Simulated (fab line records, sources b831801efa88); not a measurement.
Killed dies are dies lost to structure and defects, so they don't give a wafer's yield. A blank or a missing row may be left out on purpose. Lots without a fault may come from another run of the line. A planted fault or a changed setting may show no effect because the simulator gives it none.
fab line records | flow gf180mcu | part 1 of 2: steps 1 to 30 of 40
record lots=5 wafers=15 last_day=33
route steps=602 shown M4@474 V4@476 MIM@503
lots that met no fault: from a run of the same line without faults
start_h: hours from the record's first day to the start of the lot's first wafer shown | wait_h: hours since the lot's step before | " the same as in the row above | L1.1+2: a row that stands for several wafers | - no value, or no start given | * or withheld: withheld | < > ~ a bound
route shown NAME@n: a module of which the file shows steps, and the number in the route of the first | usual: mean/standard deviation of fault-free wafers | same: alike in all rows | chamber/n: place in a boat | sites: the reading at each site | _std_site: their standard deviation | _edge_site: outer sites' mean less inner sites' | radius_mm: how far each site lies from the wafer's centre | mask NAME#n: copy n | behind: the tool/chamber that last shaped the wafer | hold: why the lot was held/for how many hours/how that ended | device: the transistor (n, p or np) that didn't switch | end of line: the same wafers' tests at the end of the route | a step without rows: its recipe alone | killed: dies lost to structure and defects at the first sort, not the wafer's yield | map: a wafer's dies, x killed, . not, _ none there
set.NAME: the setting as run; set.NAME@STEP: as run at that earlier step | model.NAME: the simulator's own value behind a step, which no gauge read
lots at some steps of the route; a table a step, a row a wafer
services: from which hour (start_h, from the record's first day; less than 0 if before it) a tool's chamber was out of use, for how many hours, and why
## steps
# step GF_M4_STRIP_18
# recipe chemistry=post_etch_residue_remover time_s=1200 temp_c=72.5
# columns lot.wafer tool chamber start_h wait_h
L075.3+5+6 wet_bench-04 3 541.33 0.0
L076.1+3+5 wet_bench-02 1 550.31 0.1
L081.1+3+6 wet_bench-02 2 604.36 0.1
L090.2+5+6 wet_bench-04 1 665.11 0.1
L093.3+4+5 wet_bench-01 3 683.44 0.0
# step GF_M4_CLEAN_19
# recipe chemistry=DIW dry=n2_spin
# columns lot.wafer tool chamber start_h wait_h
L075.3+5+6 wet_bench-01 1 541.70 0.0
L076.1+3+5 wet_bench-04 0 550.65 0.0
L081.1+3+6 wet_bench-04 1 604.70 0.0
L090.2+5+6 wet_bench-01 0 665.45 0.0
L093.3+4+5 wet_bench-01 1 683.78 0.0
# step GF_V4_CVD_00
# recipe material=SiO2 target_thk_nm=600 sigma_open_frac=0.3 temp_c=400 time_s=100 sih4_flow_sccm=60 pressure_mtorr=6
# columns lot.wafer tool chamber start_h wait_h
L075.3+5+6 hdpcvd-01 1,2,1 541.79 0.0
L076.1+3+5 hdpcvd-01 2,1,1 550.75 0.0
L081.1+3+6 hdpcvd-01 0,2,2 604.81 0.0
L090.2+5+6 hdpcvd-01 2,0,2 665.54 0.0
L093.3+4+5 hdpcvd-02 0,1,0 683.87 0.0
# step GF_V4_THK_MEAS_01
# recipe reads=SiO2_of_V4_CVD_00
# usual V4_CVD_00_THK=603/5.6
# columns lot.wafer tool chamber start_h wait_h V4_CVD_00_THK[nm]
L075.3 film_metro-01 - 541.88 0.1 597
L075.5 " - " " 597
L075.6 " - " " 599
L076.1 film_metro-03 - 550.82 0.0 598
L076.3 " - " " 604
L076.5 " - " " 599
L081.1 film_metro-04 - 604.88 0.0 603
L081.3 " - " " 603
L081.6 " - " " 596
L090.2 film_metro-01 - 665.62 0.0 600
L090.5 " - " " 604
L090.6 " - " " 602
L093.3 film_metro-01 - 683.96 0.1 593
L093.4 " - " " 601
L093.5 " - " " 595
# step GF_V4_CVD_02
# recipe material=SiO2 target_thk_nm=850 precursor=TEOS temp_c=400 time_s=94.851 rf_w=600
# usual heater_power_w=657/120
# columns lot.wafer tool chamber start_h wait_h heater_power_w since_wet_clean_h
L075.3 pecvd-02 2 541.96 0.1 698 -
L075.5 " 1 " " 564 -
L075.6 " 2 " " 694 -
L076.1 pecvd-03 1 550.88 0.1 605 585
L076.3 " 0 " " 513 585
L076.5 " 2 " " 792 -
L081.1 pecvd-01 2 604.94 0.1 562 430
L081.3 " 2 " " 646 -
L081.6 " 0 " " 646 -
L090.2 pecvd-02 1 665.67 0.0 666 283
L090.5 " 2 " " 568 -
L090.6 " 0 " " 703 -
L093.3 pecvd-03 0 684.00 0.0 582 718
L093.4 " 0 " " 459 -
L093.5 " 2 " " 794 -
# step GF_V4_THK_MEAS_03
# recipe reads=SiO2_of_V4_CVD_02
# usual V4_CVD_02_THK=848/11
# columns lot.wafer tool chamber start_h wait_h V4_CVD_02_THK[nm]
L075.3 film_metro-03 - 542.05 0.1 852
L075.5 " - " " 841
L075.6 " - " " 851
L076.1 film_metro-04 - 550.95 0.0 850
L076.3 " - " " 839
L076.5 " - " " 857
L081.1 film_metro-03 - 605.04 0.1 838
L081.3 " - " " 838
L081.6 " - " " 855
L090.2 film_metro-01 - 665.75 0.0 829
L090.5 " - " " 856
L090.6 " - " " 847
L093.3 film_metro-03 - 684.09 0.1 824
L093.4 " - " " 843
L093.5 " - " " 844
# step GF_V4_CMP_04
# recipe material=SiO2 down_force_psi=4 platen_rpm=60 pad_velocity_m_s=0.94248
# usual edge_zone_pressure_frac=1.000/0.0051 motor_current_A=13.0/1.3 platen_rpm=60.00/0.036 time_to_endpoint_s=77/6.3
# columns lot.wafer tool chamber start_h wait_h edge_zone_pressure_frac motor_current_A platen_rpm time_to_endpoint_s
L075.3 cmp-01 2 542.19 0.1 0.999 14.6 59.94 82
L075.6 " 0 " " 1.001 11.2 60.02 89
L075.5 " 1 " " 1.006 13.4 59.93 75
L076.1 cmp-02 0 551.01 0.1 1.002 12.3 59.97 76
L076.3 " 3 " " 0.998 14.4 60.06 68
L076.5 " 1 " " 0.996 11.3 59.99 77
L081.1 cmp-02 1 605.15 0.1 0.994 11.4 59.95 66
L081.3 " 3 " " 1.010 14.8 60.00 69
L081.6 " 1 " " 0.997 11.3 59.98 74
L090.2 cmp-01 0 665.90 0.1 1.010 10.7 60.03 78
L090.5 " 2 " " 0.997 13.6 59.97 81
L090.6 " 3 " " 0.997 13.2 60.00 78
L093.4 cmp-02 3 684.18 0.1 0.998 14.5 60.01 67
L093.3 " 1 " " 1.000 11.5 59.98 64
L093.5 " 3 " " 0.999 14.7 59.95 69
# step GF_V4_BOW_MEAS_05
# recipe mode=bow
# usual V4_BOW=135/8.3
# columns lot.wafer tool chamber start_h wait_h V4_BOW[um]
L075.3 film_metro-03 - 542.43 0.2 131
L075.5 " - " " 128
L075.6 " - " " 142
L076.1 film_metro-04 - 551.31 0.2 128
L076.3 " - " " 140
L076.5 " - " " 133
L081.1 film_metro-01 - 605.40 0.2 145
L081.3 " - " " 138
L081.6 " - " " 143
L090.2 film_metro-04 - 666.12 0.2 136
L090.5 " - " " 134
L090.6 " - " " 122
L093.3 film_metro-04 - 684.47 0.1 125
L093.4 " - " " 124
L093.5 " - " " 126
# step GF_V4_DEHYDRATE_06
# recipe temp_c=200 time_s=60
# columns lot.wafer tool chamber start_h wait_h
L075.3+5+6 litho_track-02 0 553.04 10.6
L076.1+3+5 litho_track-02 0 561.99 10.7
L081.1+3+6 litho_track-02 0 615.14 9.7
L090.2+5+6 litho_track-01 0 674.82 8.7
L093.3+4+5 litho_track-04 0 692.77 8.3
# step GF_V4_HMDS_07
# recipe prime_time_s=60 prime_temp_c=120
# columns lot.wafer tool chamber start_h wait_h
L075.3+5+6 litho_track-02 0 553.19 0.1
L076.1+3+5 litho_track-02 0 562.14 0.1
L081.1+3+6 litho_track-02 0 615.29 0.1
L090.2+5+6 litho_track-01 0 674.97 0.1
L093.3+4+5 litho_track-04 0 692.92 0.1
# step GF_V4_COAT_08
# recipe resist=BARC temp_c=withheld time_s=withheld spin_rpm=withheld resist_thk_nm=withheld
# columns lot.wafer tool chamber start_h wait_h
L075.3+5+6 litho_track-02 0 553.34 0.1
L076.1+3+5 litho_track-02 0 562.29 0.1
L081.1+3+6 litho_track-02 0 615.44 0.1
L090.2+5+6 litho_track-01 0 675.12 0.1
L093.3+4+5 litho_track-04 0 693.07 0.1
# step GF_V4_COAT_09
# recipe resist=KrF spin_rpm=withheld resist_thk_nm=1000
# columns lot.wafer tool chamber start_h wait_h
L075.3+5+6 litho_track-02 0 - -
L076.1+3+5 litho_track-02 0 - -
L081.1+3+6 litho_track-02 0 - -
L090.2+5+6 litho_track-01 0 - -
L093.3+4+5 litho_track-04 0 - -
# step GF_V4_SOFTBAKE_10
# recipe temp_c=130 time_s=60 resist=KrF
# columns lot.wafer tool chamber start_h wait_h
L075.3+5+6 litho_track-02 0 - -
L076.1+3+5 litho_track-02 0 - -
L081.1+3+6 litho_track-02 0 - -
L090.2+5+6 litho_track-01 0 - -
L093.3+4+5 litho_track-04 0 - -
# step GF_V4_EXPOSE_11
# recipe mask_id=Via4 target_cd_nm=260 na=0.68 source_shape=conventional sigma_outer=0.6 dose_mj=38.61
# columns lot.wafer tool chamber start_h wait_h mask
L075.3+5+6 krf_scanner-02 0 - - Via4#0
L076.1+3+5 krf_scanner-02 0 - - Via4#0
L081.1+3+6 krf_scanner-02 0 - - Via4#0
L090.2+5+6 krf_scanner-01 0 - - Via4#0
L093.3+4+5 krf_scanner-01 0 - - Via4#0
# step GF_V4_PEB_12
# recipe peb_temp_c=135 peb_time_s=90 resist=KrF
# columns lot.wafer tool chamber start_h wait_h
L075.3+5+6 litho_track-04 0 - -
L076.1+3+5 litho_track-02 0 - -
L081.1+3+6 litho_track-02 0 - -
L090.2+5+6 litho_track-04 0 - -
L093.3+4+5 litho_track-01 0 - -
# step GF_V4_DEVELOP_13
# recipe develop_time_s=60 resist=KrF dev_temp_c=21
# columns lot.wafer tool chamber start_h wait_h
L075.3+5+6 litho_track-04 0 564.57 0.1
L076.1+3+5 litho_track-02 0 573.34 0.2
L081.1+3+6 litho_track-02 0 626.09 0.2
L090.2+5+6 litho_track-04 0 685.15 0.2
L093.3+4+5 litho_track-01 0 702.74 0.1
# step GF_V4_CD_MEAS_14
# recipe target_cd_nm=260
# usual cd_nm=259.8/1.2
# columns lot.wafer tool chamber start_h wait_h cd_nm
L075.3 cd_sem-01 - 564.71 0.1 259.6
L075.5 " - " " 259.7
L075.6 " - " " 260.6
L076.1 cd_sem-01 - 573.49 0.1 258.3
L076.3 " - " " 258.6
L076.5 " - " " 259.5
L081.1 cd_sem-02 - 626.24 0.1 258.4
L081.3 " - " " 260.1
L081.6 " - " " 259.6
L090.2 cd_sem-01 - 685.29 0.1 260.5
L090.5 " - " " 260.1
L090.6 " - " " 259.4
L093.3 cd_sem-02 - 702.88 0.1 258.6
L093.4 " - " " 259.2
L093.5 " - " " 258.9
# step GF_V4_OVL_MEAS_15
# usual V4_OVL=2/6.8
# columns lot.wafer tool chamber start_h wait_h V4_OVL[nm]
L075.3 overlay-01 - 564.80 0.1 -3
L075.5 " - " " 1
L075.6 " - " " 4
L076.1 overlay-02 - 573.61 0.1 8
L076.3 " - " " 9
L076.5 " - " " 11
L081.1 overlay-01 - 626.36 0.1 -9
L081.3 " - " " -8
L081.6 " - " " -3
L090.2 overlay-01 - 685.40 0.1 12
L090.5 " - " " 8
L090.6 " - " " 16
L093.3 overlay-01 - 702.97 0.1 3
L093.4 " - " " 11
L093.5 " - " " 0
# step GF_V4_ETCH_16
# recipe chemistry=N2/H2 target_depth_a=withheld overetch_a=withheld time_s=withheld target=BARC ion_energy_ev=200 source_w=500 bias_w=100 pressure_mtorr=30 n2_flow_sccm=100 h2_flow_sccm=200
# usual drypump_motor_current_A=5.7/0.45 oes_product_au=0.854/0.0043 throttle_valve_pct=13.223/0.009
# columns lot.wafer tool chamber start_h wait_h drypump_motor_current_A oes_product_au throttle_valve_pct
L075.3 rie_diel-01 1 564.83 0.0 5.8 0.849 13.227
L075.5 " 0 " " 4.9 0.856 13.219
L075.6 " 1 " " 5.8 0.857 13.217
L076.1 rie_diel-02 3 573.65 0.0 5.3 0.857 13.212
L076.3 " 1 " " 5.9 0.856 13.220
L076.5 " 1 " " 5.9 0.853 13.220
L081.1 rie_diel-02 0 626.40 0.0 6.3 0.853 13.230
L081.3 " 3 " " 5.2 0.855 13.219
L081.6 " 3 " " 5.3 0.856 13.242
L090.2 rie_diel-01 0 685.43 0.0 4.9 0.859 13.209
L090.5 " 3 " " 5.9 0.856 13.211
L090.6 " 2 " " 5.5 0.853 13.230
L093.3 rie_diel-02 0 703.00 0.0 6.3 0.852 13.219
L093.4 " 2 " " 6.1 0.856 13.236
L093.5 " 0 " " 6.3 0.858 13.224
# step GF_V4_ETCH_17
# recipe chemistry=C4F8/O2/Ar mask_material=KrF target=SiO2 stop_on=TiN source_w=1500 bias_w=1200 pressure_mtorr=40 c4f8_flow_sccm=withheld O2_flow_sccm=6 Ar_flow_sccm=300 time_s=withheld target_depth_a=6300
# usual oes_product_au=0.856/0.0045
# columns lot.wafer tool chamber start_h wait_h oes_product_au
L075.3 rie_diel-01 1 - - 0.858
L075.5 " 0 " " 0.851
L075.6 " 1 " " 0.856
L076.1 rie_diel-02 3 - - 0.856
L076.3 " 1 " " 0.854
L076.5 " 1 " " 0.853
L081.1 rie_diel-02 0 - - 0.856
L081.3 " 3 " " 0.851
L081.6 " 3 " " 0.855
L090.2 rie_diel-01 0 - - 0.853
L090.5 " 3 " " 0.859
L090.6 " 2 " " 0.857
L093.3 rie_diel-02 0 - - 0.856
L093.4 " 2 " " 0.858
L093.5 " 0 " " 0.853
# step GF_V4_STRIP_18
# recipe chemistry=O2/N2 power_w=1400 pressure_mtorr=1500 platen_temp_c=250 o2_flow_sccm=3000 n2_flow_sccm=300 overash_fraction=0.5
# usual drypump_motor_current_A=6.1/0.49 heater_power_w=345/31 oes_product_au=0.592/0.005
# columns lot.wafer tool chamber start_h wait_h drypump_motor_current_A heater_power_w oes_product_au rf_hours_counter_h
L075.3 plasma_asher-02 0 564.99 - 5.4 346 0.592 -
L075.5 " 1 " " 6.3 341 0.591 -
L075.6 " 0 " " 5.4 343 0.590 -
L076.1 plasma_asher-01 0 573.78 - 6.6 323 0.592 15
L076.3 " 1 " " 6.2 367 0.596 -
L076.5 " 0 " " 6.7 322 0.587 -
L081.1 plasma_asher-02 1 626.53 - 6.3 340 0.597 100
L081.3 " 0 " " 5.4 348 0.597 -
L081.6 " 0 " " 5.4 338 0.594 -
L090.2 plasma_asher-03 1 685.56 - 6.6 391 0.596 60
L090.5 " 1 " " 6.6 383 0.587 -
L090.6 " 0 " " 5.6 314 0.605 -
L093.3 plasma_asher-01 0 703.16 - 6.6 327 0.596 -
L093.4 " 1 " " 6.3 370 0.589 -
L093.5 " 1 " " 6.3 369 0.590 -
# step GF_V4_STRIP_19
# recipe chemistry=post_etch_residue_remover time_s=1200 temp_c=72.5
# columns lot.wafer tool chamber start_h wait_h
L075.3+5+6 wet_bench-04 1 565.06 0.0
L076.1+3+5 wet_bench-04 1 573.88 0.1
L081.1+3+6 wet_bench-02 0 626.63 0.1
L090.2+5+6 wet_bench-04 1 685.66 0.1
L093.3+4+5 wet_bench-02 2 703.23 0.0
# step GF_V4_CLEAN_20
# recipe chemistry=DIW dry=n2_spin
# columns lot.wafer tool chamber start_h wait_h
L075.3+5+6 wet_bench-04 0 565.41 0.0
L076.1+3+5 wet_bench-03 3 574.22 0.0
L081.1+3+6 wet_bench-04 3 627.03 0.0
L090.2+5+6 wet_bench-02 1 686.00 0.0
L093.3+4+5 wet_bench-03 0 703.57 0.0
# step GF_V4_SPUTTER_21
# recipe material=Ti target_thk_nm=15 chamber_pressure_pa=5 power_w=2500 substrate_temp_c=200 time_s=80.02
# usual throttle_valve_pct=30.0/0.85
# columns lot.wafer tool chamber start_h wait_h throttle_valve_pct
L075.3 pvd_sputter-02 - 565.50 0.0 28.7
L075.5 " - " " 28.7
L075.6 " - " " 29.2
L076.1 pvd_sputter-03 - 574.32 0.0 29.6
L076.3 " - " " 30.2
L076.5 " - " " 30.9
L081.1 pvd_sputter-04 - 627.14 0.0 28.3
L081.3 " - " " 30.7
L081.6 " - " " 31.2
L090.2 pvd_sputter-02 - 686.11 0.0 29.5
L090.5 " - " " 29.7
L090.6 " - " " 28.9
L093.3 pvd_sputter-04 - 703.67 0.0 30.9
L093.4 " - " " 31.4
L093.5 " - " " 30.9
# step GF_V4_SPUTTER_22
# recipe material=TiN target_thk_nm=10 chamber_pressure_pa=5 power_w=4000 time_s=40
# usual throttle_valve_pct=30.0/0.86
# columns lot.wafer tool chamber start_h wait_h throttle_valve_pct
L075.3 pvd_sputter-02 - 565.56 0.0 28.8
L075.5 " - " " 29.0
L075.6 " - " " 29.3
L076.1 pvd_sputter-03 - 574.38 0.0 29.6
L076.3 " - " " 30.6
L076.5 " - " " 30.6
L081.1 pvd_sputter-04 - 627.20 0.0 28.5
L081.3 " - " " 31.2
L081.6 " - " " 31.1
L090.2 pvd_sputter-02 - 686.17 0.0 29.8
L090.5 " - " " 29.9
L090.6 " - " " 28.7
L093.3 pvd_sputter-04 - 703.73 0.0 31.0
L093.4 " - " " 31.1
L093.5 " - " " 31.1
# step GF_V4_CVD_23
# recipe material=W target_thk_nm=350 time_s=104.9 temp_c=400 pressure_torr=40
# usual heater_power_w=858/190
# columns lot.wafer tool chamber start_h wait_h heater_power_w since_wet_clean_h
L075.3 cvd_w-01 0 565.64 0.1 695 -
L075.5 " 0 " " 712 -
L075.6 " 1 " " 1119 -
L076.1 cvd_w-01 1 574.42 0.0 1117 670
L076.3 " 1 " " 1119 -
L076.5 " 1 " " 1098 -
L081.1 cvd_w-02 1 627.24 0.0 654 223
L081.3 " 0 " " 871 -
L081.6 " 0 " " 888 -
L090.2 cvd_w-01 1 686.21 0.0 1124 782
L090.5 " 0 " " 681 -
L090.6 " 1 " " 1124 -
L093.3 cvd_w-02 0 703.80 0.1 912 -
L093.4 " 1 " " 650 -
L093.5 " 1 " " 646 -
# step GF_V4_RS_MEAS_24
# recipe thk_meas_gauge=four-point-probe reads=W_of_V4_CVD_23+TiN_of_V4_SPUTTER_22+Ti_of_V4_SPUTTER_21
# usual V4_W_RS=0.326/0.0049
# columns lot.wafer tool chamber start_h wait_h V4_W_RS[ohm/sq]
L075.3 film_metro-04 - 565.76 0.1 0.326
L075.5 " - " " 0.327
L075.6 " - " " 0.320
L076.1 film_metro-03 - 574.64 0.2 0.326
L076.3 " - " " 0.326
L076.5 " - " " 0.322
L081.1 film_metro-01 - 627.35 0.1 0.323
L081.3 " - " " 0.328
L081.6 " - " " 0.328
L090.2 film_metro-03 - 686.34 0.1 0.323
L090.5 " - " " 0.327
L090.6 " - " " 0.322
L093.3 film_metro-03 - 703.92 0.1 0.329
L093.4 " - " " 0.316
L093.5 " - " " 0.318
# step GF_V4_THK_MEAS_25
# recipe thk_meas_gauge=xrf reads=W_of_V4_CVD_23
# usual V4_W_THK=357/6.3
# columns lot.wafer tool chamber start_h wait_h V4_W_THK[nm]
L075.3 film_metro-04 - 565.86 0.1 356
L075.5 " - " " 355
L075.6 " - " " 362
L076.1 film_metro-03 - 574.76 0.1 360
L076.3 " - " " 359
L076.5 " - " " 363
L081.1 film_metro-01 - 627.47 0.1 355
L081.3 " - " " 348
L081.6 " - " " 351
L090.2 film_metro-03 - 686.45 0.1 362
L090.5 " - " " 357
L090.6 " - " " 365
L093.3 film_metro-03 - 704.02 0.1 359
L093.4 " - " " 370
L093.5 " - " " 370
# step GF_V4_CMP_26
# recipe stop_on=SiO2 down_force_psi=3.5 platen_rpm=60 t_overpolish_s=15 target_thk_nm=0 pad_velocity_m_s=0.94248
# usual edge_zone_pressure_frac=0.999/0.0046 motor_current_A=12.1/1.3 overpolish_run_s=15.000/0.0087 platen_rpm=60.00/0.035 time_to_endpoint_s=84/4.5
# columns lot.wafer tool chamber start_h wait_h edge_zone_pressure_frac motor_current_A overpolish_run_s platen_rpm time_to_endpoint_s
L075.3 cmp-01 1 566.05 0.2 1.003 12.5 15.006 59.99 85
L075.6 " 2 " " 1.002 12.6 14.987 60.01 89
L075.5 " 3 " " 0.999 12.8 15.000 60.02 90
L076.3 cmp-02 3 576.30 1.5 0.993 13.6 15.000 59.98 81
L076.1 " 0 " " 1.002 10.6 14.998 59.94 85
L076.5 " 2 " " 0.998 11.8 15.001 59.98 85
L081.3 cmp-02 3 627.53 0.0 1.000 14.3 15.003 60.01 76
L081.1 " 2 " " 0.992 11.6 15.020 59.96 85
L081.6 " 0 " " 0.999 11.5 14.983 60.04 80
L090.2 cmp-01 3 686.50 0.0 0.998 11.5 15.008 60.00 87
L090.5 " 3 " " 0.999 12.2 14.996 59.96 86
L090.6 " 0 " " 0.997 10.8 14.996 60.04 92
L093.3 cmp-01 1 704.06 0.0 1.007 12.7 15.002 59.98 77
L093.4 " 0 " " 1.002 9.9 15.011 60.08 93
L093.5 " 2 " " 0.998 13.6 14.993 60.03 84
# step GF_MIM_SPUTTER_00
# recipe material=Ti target_thk_nm=37.5 arriving_ion_energy_ev=80 substrate_temp_c=200 chamber_pressure_pa=2 power_w=4000 time_s=150
# usual throttle_valve_pct=30.3/0.85
# columns lot.wafer tool chamber start_h wait_h throttle_valve_pct
L075.3 pvd_sputter-03 - 566.20 0.1 29.5
L075.5 " - " " 31.1
L075.6 " - " " 30.2
L076.1 pvd_sputter-03 - 576.55 0.1 30.3
L076.3 " - " " 30.9
L076.5 " - " " 29.4
L081.1 pvd_sputter-03 - 627.83 0.1 30.8
L081.3 " - " " 30.1
L081.6 " - " " 31.2
L090.2 pvd_sputter-03 - 686.80 0.2 30.0
L090.5 " - " " 30.3
L090.6 " - " " 31.2
L093.3 pvd_sputter-03 - 704.36 0.2 29.9
L093.4 " - " " 31.1
L093.5 " - " " 30.1
